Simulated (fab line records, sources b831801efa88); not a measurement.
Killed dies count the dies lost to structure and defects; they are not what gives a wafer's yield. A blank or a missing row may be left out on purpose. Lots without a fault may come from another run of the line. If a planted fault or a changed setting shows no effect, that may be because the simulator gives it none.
Comparing a struck lot with a sound one / flow sky130 / 15 steps out of a route of 708
Sound: these wafers, L809.1, L809.3, L809.4. Wafers L813.1, L813.2, L813.3 were the ones struck. The cause is named last.
For every step that has rows: the tool of each side, followed by ch and its chambers, followed by its first start. Under that, the readings that differ: sound wafers / struck wafers / difference of the means / sigmas: that difference in standard deviations of wafers without a fault.
alike: words and numbers the same on both sides, and readings whose means are apart by under 2 such deviations; not compared: readings that were withheld, readings missing a value for some wafer, numbers with overlapping values and no deviation given by the record, and bounds like >300 which may hide the same value.
Wherever a step has rows on one side only, a row that says differs or no value, or a row with sigmas, the two part there. Numbers that have no deviation but don't overlap get no sigmas and don't part them. A reading missing from all wafers of one side parts the sides only when that side holds two or more wafers.

first, 8 steps without rows for these wafers: SKY_POLY_GATE_DEHYDRATE_05 (time 60 s); SKY_POLY_GATE_HMDS_06 (prime time 60 s); SKY_POLY_GATE_COAT_07 (resist thk 110 nm); SKY_POLY_GATE_COAT_08 (resist thk 450 nm); SKY_POLY_GATE_SOFTBAKE_09 (time 90 s); SKY_POLY_GATE_EXPOSE_10 (exposes mask P1M, target cd 150 nm); SKY_POLY_GATE_PEB_11; SKY_POLY_GATE_DEVELOP_12 (develop time 60 s).
SKY_POLY_GATE_CD_MEAS_13: target cd 150 nm.
  sound on cd_sem-01, day 18 08:45; struck on cd_sem-01, day 19 19:36
  alike: cd_nm
SKY_POLY_GATE_OVL_MEAS_14:
  sound on overlay-01, day 18 08:52; struck on overlay-01, day 19 19:43
  alike: POLY_GATE_OVL
SKY_POLY_GATE_ETCH_15: etches BARC in N2/H2, stops on SiO2, time 118.5 s, target depth 110 nm.
  sound on rie_diel-04 ch 0,2,3, day 18 08:54; struck on rie_diel-04 ch 1,2,3, day 19 19:45
  alike: bias_w, chamber_pressure_mTorr, drypump_motor_current_A, oes_product_au, throttle_valve_pct
  not compared: rf_hours_counter_h
SKY_POLY_GATE_ETCH_16: etches Si3N4 in CH3F/O2, stops on poly-Si, time 147.5 s, target depth 75 nm.
  sound on rie_diel-04 ch 0,2,3, day 18 08:59; struck on rie_diel-04 ch 1,2,3, day 19 19:50
  alike: bias_w, chamber_pressure_mTorr, drypump_motor_current_A, oes_product_au, throttle_valve_pct
  not compared: rf_hours_counter_h
SKY_POLY_GATE_ETCH_17: etches poly-Si in HBr/Cl2, stops on SiO2, target depth 180 nm, time 70.5 s.
  sound on rie_si-01 ch 0,2,3, day 18 09:05; struck on rie_si-02 ch 0,1,3, day 19 19:56
reading=bias_w (W); sound=99.50 99.92 100.38; struck=96.63 96.64 96.34; difference=-3.40; sigmas=-11
  alike: chamber_pressure_mTorr, drypump_motor_current_A, oes_product_au, throttle_valve_pct
  not compared: rf_hours_counter_h
SKY_POLY_GATE_STRIP_18: strips in O2/N2.
  sound on plasma_asher-01 ch 0,1, day 18 09:09; struck on plasma_asher-02 ch 0,1, day 19 19:59
  alike: chamber_pressure_mTorr, drypump_motor_current_A, oes_product_au, strip_time_to_endpoint_s
  not compared: rf_hours_counter_h
-- a jump in the record: the struck wafers' starts before and after are 28 days apart (it breaks off in module POLY_GATE and resumes in module PAD_OPEN, where the first step shown is number 708 of the route) --
SKY_PAD_OPEN_PROBE_99:
  rows exist in the record for the struck wafers here (prober-02, day 48 01:44), but not for the sound ones

## WHERE THEY PART
At SKY_POLY_GATE_ETCH_17 first; at SKY_PAD_OPEN_PROBE_99 last (within this record only).

WHY: what the simulator had put in
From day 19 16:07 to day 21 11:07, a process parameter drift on rie_si-02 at SKY_POLY_GATE_ETCH_17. The setting bias_w was moved by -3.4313, starting from 100. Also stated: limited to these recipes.
